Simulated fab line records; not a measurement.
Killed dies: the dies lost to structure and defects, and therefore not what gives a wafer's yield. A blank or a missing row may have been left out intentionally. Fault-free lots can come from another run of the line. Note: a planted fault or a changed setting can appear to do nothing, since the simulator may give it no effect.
Commonality check across tools || flow sky130 || 15 lots, 54 wafers sampled

## WHY THIS WAS OPENED
Of 15 lots, 3 have the reading LDD_LDN_TW flagged at SKY_LDD_LDN_TW_MEAS_13. No-fault wafers: 1467, standard deviation 10.
Rule: a lot is flagged when every wafer of it that has a number lies more than 4 standard deviations from that mean, or none has a number. All remaining lots are regarded as sound.

{"lot": "L253", "measured": "day 22 16:25", "on": "film_metro-03", "LDD_LDN_TW, wafer by wafer": "1487 1488 1480", "flag": ""}
{"lot": "L254", "measured": "day 23 13:37", "on": "film_metro-04", "LDD_LDN_TW, wafer by wafer": "1472 1461 1460", "flag": ""}
{"lot": "L255", "measured": "day 24 03:37", "on": "film_metro-04", "LDD_LDN_TW, wafer by wafer": "1454 1457 1457", "flag": ""}
{"lot": "L256", "measured": "day 24 09:13", "on": "film_metro-04", "LDD_LDN_TW, wafer by wafer": "1451 1462 1453", "flag": ""}
{"lot": "L257", "measured": "day 24 15:03", "on": "film_metro-02", "LDD_LDN_TW, wafer by wafer": "1478 1474 1474", "flag": ""}
{"lot": "L258", "measured": "day 24 22:58", "on": "film_metro-03", "LDD_LDN_TW, wafer by wafer": "1478 1483 1479", "flag": ""}
{"lot": "L261", "measured": "day 26 06:40", "on": "film_metro-04", "LDD_LDN_TW, wafer by wafer": "1337 1347 1339 1345 1331 1346", "flag": "FLAGGED"}
{"lot": "L262", "measured": "day 26 15:32", "on": "film_metro-02", "LDD_LDN_TW, wafer by wafer": "1347 1344 1351 1344 1342 1339", "flag": "FLAGGED"}
{"lot": "L264", "measured": "day 26 23:13", "on": "film_metro-04", "LDD_LDN_TW, wafer by wafer": "1337 1345 1335 1343 1339 1347", "flag": "FLAGGED"}
{"lot": "L267", "measured": "day 28 07:17", "on": "film_metro-03", "LDD_LDN_TW, wafer by wafer": "1477 1473 1474", "flag": ""}
{"lot": "L271", "measured": "day 29 10:07", "on": "film_metro-04", "LDD_LDN_TW, wafer by wafer": "1481 1484 1480", "flag": ""}
{"lot": "L272", "measured": "day 29 19:36", "on": "film_metro-04", "LDD_LDN_TW, wafer by wafer": "1487 1482 1479", "flag": ""}
{"lot": "L274", "measured": "day 29 22:01", "on": "film_metro-02", "LDD_LDN_TW, wafer by wafer": "1457 1460 1459", "flag": ""}
{"lot": "L275", "measured": "day 30 06:11", "on": "film_metro-02", "LDD_LDN_TW, wafer by wafer": "1458 1461 1453", "flag": ""}
{"lot": "L276", "measured": "day 30 23:34", "on": "film_metro-02", "LDD_LDN_TW, wafer by wafer": "1457 1461 1465", "flag": ""}
The numbers of the flagged lots are 1342 on average: -125 against the usual, or -12 standard deviations.

## TOOL THAT RAN EACH LOT
Before the reading, the record contains 2 process steps out of a 708-step route. In each cell: the tool, then ch and the chambers that the sampled wafers went through, then the start.
{"lot": "L253", "flag": "", "SKY_POLY_GATE_ETCH_16": "rie_diel-04 ch 1,2,3, day 16 04:19", "SKY_LDD_LDN_IMPLANT_09": "implanter-04 ch 0, day 22 15:53"}
{"lot": "L254", "flag": "", "SKY_POLY_GATE_ETCH_16": "rie_diel-04 ch 0,1, day 16 23:22", "SKY_LDD_LDN_IMPLANT_09": "implanter-01 ch 0, day 23 12:37"}
{"lot": "L255", "flag": "", "SKY_POLY_GATE_ETCH_16": "rie_diel-04 ch 0,1, day 17 12:20", "SKY_LDD_LDN_IMPLANT_09": "implanter-01 ch 0, day 24 03:05"}
{"lot": "L256", "flag": "", "SKY_POLY_GATE_ETCH_16": "rie_diel-01 ch 1,2, day 17 17:33", "SKY_LDD_LDN_IMPLANT_09": "implanter-02 ch 0, day 24 08:40"}
{"lot": "L257", "flag": "", "SKY_POLY_GATE_ETCH_16": "rie_diel-04 ch 2,3, day 18 01:10", "SKY_LDD_LDN_IMPLANT_09": "implanter-04 ch 0, day 24 14:30"}
{"lot": "L258", "flag": "", "SKY_POLY_GATE_ETCH_16": "rie_diel-02 ch 0,1,2, day 18 09:24", "SKY_LDD_LDN_IMPLANT_09": "implanter-04 ch 0, day 24 22:25"}
{"lot": "L261", "flag": "FLAGGED", "SKY_POLY_GATE_ETCH_16": "rie_diel-02 ch 1,2,3, day 19 16:24", "SKY_LDD_LDN_IMPLANT_09": "implanter-01, day 26 06:08"}
{"lot": "L262", "flag": "FLAGGED", "SKY_POLY_GATE_ETCH_16": "rie_diel-02 ch 1,3, day 20 03:28", "SKY_LDD_LDN_IMPLANT_09": "implanter-01, day 26 15:01"}
{"lot": "L264", "flag": "FLAGGED", "SKY_POLY_GATE_ETCH_16": "rie_diel-02 ch 1,2, day 20 11:29", "SKY_LDD_LDN_IMPLANT_09": "implanter-04, day 26 22:42"}
{"lot": "L267", "flag": "", "SKY_POLY_GATE_ETCH_16": "rie_diel-01 ch 0,1,3, day 21 20:40", "SKY_LDD_LDN_IMPLANT_09": "implanter-04 ch 0, day 28 06:44"}
{"lot": "L271", "flag": "", "SKY_POLY_GATE_ETCH_16": "rie_diel-01 ch 1,2,3, day 23 02:22", "SKY_LDD_LDN_IMPLANT_09": "implanter-02 ch 0, day 29 09:35"}
{"lot": "L272", "flag": "", "SKY_POLY_GATE_ETCH_16": "rie_diel-02 ch 0,1, day 23 11:37", "SKY_LDD_LDN_IMPLANT_09": "implanter-02 ch 0, day 29 19:03"}
{"lot": "L274", "flag": "", "SKY_POLY_GATE_ETCH_16": "rie_diel-01 ch 1,2, day 23 14:30", "SKY_LDD_LDN_IMPLANT_09": "implanter-04 ch 0, day 29 21:29"}
{"lot": "L275", "flag": "", "SKY_POLY_GATE_ETCH_16": "rie_diel-04 ch 0,1,3, day 24 01:12", "SKY_LDD_LDN_IMPLANT_09": "implanter-04 ch 0, day 30 05:40"}
{"lot": "L276", "flag": "", "SKY_POLY_GATE_ETCH_16": "rie_diel-04 ch 0,1,3, day 24 18:00", "SKY_LDD_LDN_IMPLANT_09": "implanter-01 ch 0, day 30 23:02"}
These steps, and what they do:
- SKY_POLY_GATE_ETCH_16: etches Si3N4 in CH3F/O2, stops on poly-Si, time 147.5 s, target depth 75 nm.
- SKY_LDD_LDN_IMPLANT_09
- SKY_LDD_LDN_TW_MEAS_13

## FLAGGED AGAINST TOTAL, ONE TOOL AT A TIME (gauges that did the reading follow at the end)
{"step": "SKY_POLY_GATE_ETCH_16", "tool": "rie_diel-01", "lots run": 4, "flagged": 0, "share of the flagged lots": "none", "sound lots run after its first flagged lot": "-"}
{"step": "SKY_POLY_GATE_ETCH_16", "tool": "rie_diel-02", "lots run": 5, "flagged": 3, "share of the flagged lots": "all", "sound lots run after its first flagged lot": "1 (L272)"}
{"step": "SKY_POLY_GATE_ETCH_16", "tool": "rie_diel-04", "lots run": 6, "flagged": 0, "share of the flagged lots": "none", "sound lots run after its first flagged lot": "-"}
{"step": "SKY_LDD_LDN_IMPLANT_09", "tool": "implanter-01", "lots run": 5, "flagged": 2, "share of the flagged lots": "some", "sound lots run after its first flagged lot": "1 (L276)"}
{"step": "SKY_LDD_LDN_IMPLANT_09", "tool": "implanter-02", "lots run": 3, "flagged": 0, "share of the flagged lots": "none", "sound lots run after its first flagged lot": "-"}
{"step": "SKY_LDD_LDN_IMPLANT_09", "tool": "implanter-04", "lots run": 7, "flagged": 1, "share of the flagged lots": "some", "sound lots run after its first flagged lot": "3 (L267,L274,L275)"}
{"step": "SKY_LDD_LDN_TW_MEAS_13", "tool": "film_metro-02", "lots run": 5, "flagged": 1, "share of the flagged lots": "some", "sound lots run after its first flagged lot": "3 (L274,L275,L276)"}
{"step": "SKY_LDD_LDN_TW_MEAS_13", "tool": "film_metro-03", "lots run": 3, "flagged": 0, "share of the flagged lots": "none", "sound lots run after its first flagged lot": "-"}
{"step": "SKY_LDD_LDN_TW_MEAS_13", "tool": "film_metro-04", "lots run": 7, "flagged": 2, "share of the flagged lots": "some", "sound lots run after its first flagged lot": "2 (L271,L272)"}

## WHAT THE TABLE ALLOWS
All flagged lots share 1 row of the table, namely rie_diel-02 at SKY_POLY_GATE_ETCH_16.
- rie_diel-02 at SKY_POLY_GATE_ETCH_16 ran 5 lots, 3 of them flagged. Lots that were sound ran on it after the first flagged one (L272); a persistent fault on the entire tool would not allow that.
Every row of the table either missed a flagged lot or ran a sound lot after the first.

## WHAT THE SIMULATOR HAD INSERTED
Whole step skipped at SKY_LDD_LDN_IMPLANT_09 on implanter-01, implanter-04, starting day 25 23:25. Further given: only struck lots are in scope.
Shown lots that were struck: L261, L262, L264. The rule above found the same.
